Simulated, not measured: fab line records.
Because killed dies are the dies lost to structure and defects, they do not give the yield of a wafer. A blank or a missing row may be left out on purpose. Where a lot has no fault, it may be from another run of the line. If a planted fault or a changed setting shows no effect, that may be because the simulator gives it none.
Which tool was responsible? :: flow sky130 :: 6 lots with 18 wafers sampled at 2 steps, on a route of 708 steps

## WHAT EACH GAUGE READ, for each wafer
SKY_FIELD_ISO_THK_MEAS_25.
lot: L353
measured: day 2 16:05
on: film metro-02
FIELD_ISO_CVD_24_THK (nm): 586 589 598

lot: L356
measured: day 3 15:26
on: film metro-02
FIELD_ISO_CVD_24_THK (nm): 600 589 594

lot: L359
measured: day 4 03:23
on: film metro-02
FIELD_ISO_CVD_24_THK (nm): 596 593 602

lot: L366
measured: day 5 12:45
on: film metro-03
FIELD_ISO_CVD_24_THK (nm): 608 606 894

lot: L368
measured: day 6 01:19
on: film metro-02
FIELD_ISO_CVD_24_THK (nm): 589 588 590

lot: L370
measured: day 6 12:13
on: film metro-02
FIELD_ISO_CVD_24_THK (nm): 588 595 598

## WHAT TOOL EACH LOT RAN ON (gives the tool, then ch and the chambers of the sampled wafers, and finally the start)
lot: L353
SKY_FIELD_ISO_CVD_24: hdpcvd-02 ch 1,2, day 2 16:01

lot: L356
SKY_FIELD_ISO_CVD_24: hdpcvd-01 ch 0,2, day 3 15:22

lot: L359
SKY_FIELD_ISO_CVD_24: hdpcvd-01 ch 0,1,2, day 4 03:19

lot: L366
SKY_FIELD_ISO_CVD_24: hdpcvd-02 ch 0,1,2, day 5 12:41

lot: L368
SKY_FIELD_ISO_CVD_24: hdpcvd-01 ch 1,2, day 6 01:14

lot: L370
SKY_FIELD_ISO_CVD_24: hdpcvd-01 ch 0,2, day 6 12:07
- SKY_FIELD_ISO_CVD_24: deposits SiO2, target thk 595 nm, time 99.2 s.

## THE ANSWER, worked out from the rows above alone
Rule: what is usual is taken from the lots themselves. The widest of any qualifying gaps counts: lots, ordered by their means at a reading, are off when they make up no more than a third of the lots, leave a main group of 4 or more, and stand apart from it by 3 or more times the standard deviation of that group's means. The tables above print the reading to a certain number of digits; a main group whose means all agree to those digits is not used. Also off: a lot with no number at a reading for which 4 or more lots have one. All remaining lots with rows at the step are treated as sound.
Off: L366, at SKY_FIELD_ISO_THK_MEAS_25 (FIELD_ISO_CVD_24_THK). The main group: mean 593 nm, standard deviation 2.8.
If a tool, at a process step before that reading, ran all the lots that are off and no sound lot after the first of them, it fits. The gauges at SKY_FIELD_ISO_THK_MEAS_25 are tried like those tools. Undecided on this evidence; 2 tools fit (hdpcvd-02 at SKY_FIELD_ISO_CVD_24, film metro-03 at SKY_FIELD_ISO_THK_MEAS_25).

## WHAT WAS PUT IN BY THE SIMULATOR
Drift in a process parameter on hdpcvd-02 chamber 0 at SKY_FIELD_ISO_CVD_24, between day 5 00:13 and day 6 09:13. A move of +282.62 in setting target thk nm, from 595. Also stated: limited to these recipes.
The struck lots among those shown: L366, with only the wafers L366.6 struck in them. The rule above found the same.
